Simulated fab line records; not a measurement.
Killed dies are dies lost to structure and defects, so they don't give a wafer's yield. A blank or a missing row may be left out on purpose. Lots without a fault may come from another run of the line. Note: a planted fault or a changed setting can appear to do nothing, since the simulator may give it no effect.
Code-filled problem report in 8D (eight disciplines) form + flow sky130 + the parts of the form that need people (team, actions taken, sign-off) are left out

## 1. WHAT IS WRONG
Mean of heaterPowerTotalW at SKY_VT_ADJUST_NCORE_SOFTBAKE_03: 61.62 W across 4 wafers in 2 lots; on wafers with no fault it is 56.59 W (standard deviation 0.046). That is +99 or more standard deviations from the usual mean.
The step: time 60 s.
The first sign was on wafer L797.1 at day 12 19:55, on lithoTrack-01. Wafers with a number at this step in the record: 40, from 14 lots. Rule for "out" (also "out of limits"): further than 4 standard deviations from the usual mean. All remaining wafers that have a number are taken as sound.

## 2. WHAT IT IS, AND WHAT IT ISN'T
| question                    | is                            | is not                                                                    |
|-----------------------------|-------------------------------|---------------------------------------------------------------------------|
| which readings at this step | heaterPowerTotalW, runLengthS | -                                                                         |
| which lots                  | L797, L801                    | L782, L783, L785, L786, L788, L790, L792, L793, L795, L796, L804, L805    |
| which wafers of those lots  | all that have a number        | -                                                                         |
| read on which tools         | lithoTrack-01                 | lithoTrack-03, lithoTrack-04                                              |
| when                        | from day 12 19:55             | up to then (30 sound wafers); but 6 sound wafers of L804, L805 came after |

## 3. SUSPECTS, AND WHAT RULES EACH OUT
Counting: a tool at any process step up to the reading remains a suspect when it ran all the lots that are out and ran no sound lot after the first of those.
- lithoTrack-01 at SKY_VT_ADJUST_NCORE_SOFTBAKE_03 (time 60 s): kept. All lots that are out passed through it, beginning with L797 at day 12 19:55, and no sound lot followed; its final sound lot before that point was L795 at day 12 11:07. On those wafers its own readings are out: heaterPowerTotalW, runLengthS.
The count leaves lithoTrack-01 at SKY_VT_ADJUST_NCORE_SOFTBAKE_03.

## 4. THE CAUSE (what the simulator had put in)
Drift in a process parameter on lithoTrack-01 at SKY_VT_ADJUST_NCORE_SOFTBAKE_03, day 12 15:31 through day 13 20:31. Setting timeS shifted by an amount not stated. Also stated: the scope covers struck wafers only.
Counting left only this tool.

## 5. THE CHAIN OF EFFECTS, in route order
Each row: a reading whose mean over the struck wafers that have a number lies more than 3 standard deviations from the usual. Readings are gone through only where the record gives a usual standard deviation; hours: the median, over the lots, of the time from a lot's start at the first step in this table giving one to that lot's start at this step; sigmas: the change measured in usual standard deviations.
| hours | step                            | reading           | usual   | on struck wafers | change | sigmas      |
|-------|---------------------------------|-------------------|---------|------------------|--------|-------------|
| 0     | SKY_VT_ADJUST_NCORE_SOFTBAKE_03 | heaterPowerTotalW | 56.59 W | 61.62            | +5.03  | +99 or more |
| 0     | SKY_VT_ADJUST_NCORE_SOFTBAKE_03 | runLengthS        | 89.19 s | 76.12            | -13.06 | -87         |
It contains these process steps:
- SKY_VT_ADJUST_NCORE_SOFTBAKE_03: time 60 s.
Readings that are blank on the struck wafers while sound wafers have them: plateTempC at SKY_VT_ADJUST_NCORE_SOFTBAKE_03.
Later steps that measure or inspect, where all struck wafers having a row at the step show a number for every such reading and not one has moved that far: SKY_VT_ADJUST_NCORE_OVL_MEAS_08, SKY_SONOS_TUNNEL_OVL_MEAS_08.

## 6. WHAT WOULD HAVE CAUGHT IT SOONER
First out-of-limits reading in this record: day 12 19:55, which is 4 hours after fault onset at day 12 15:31.
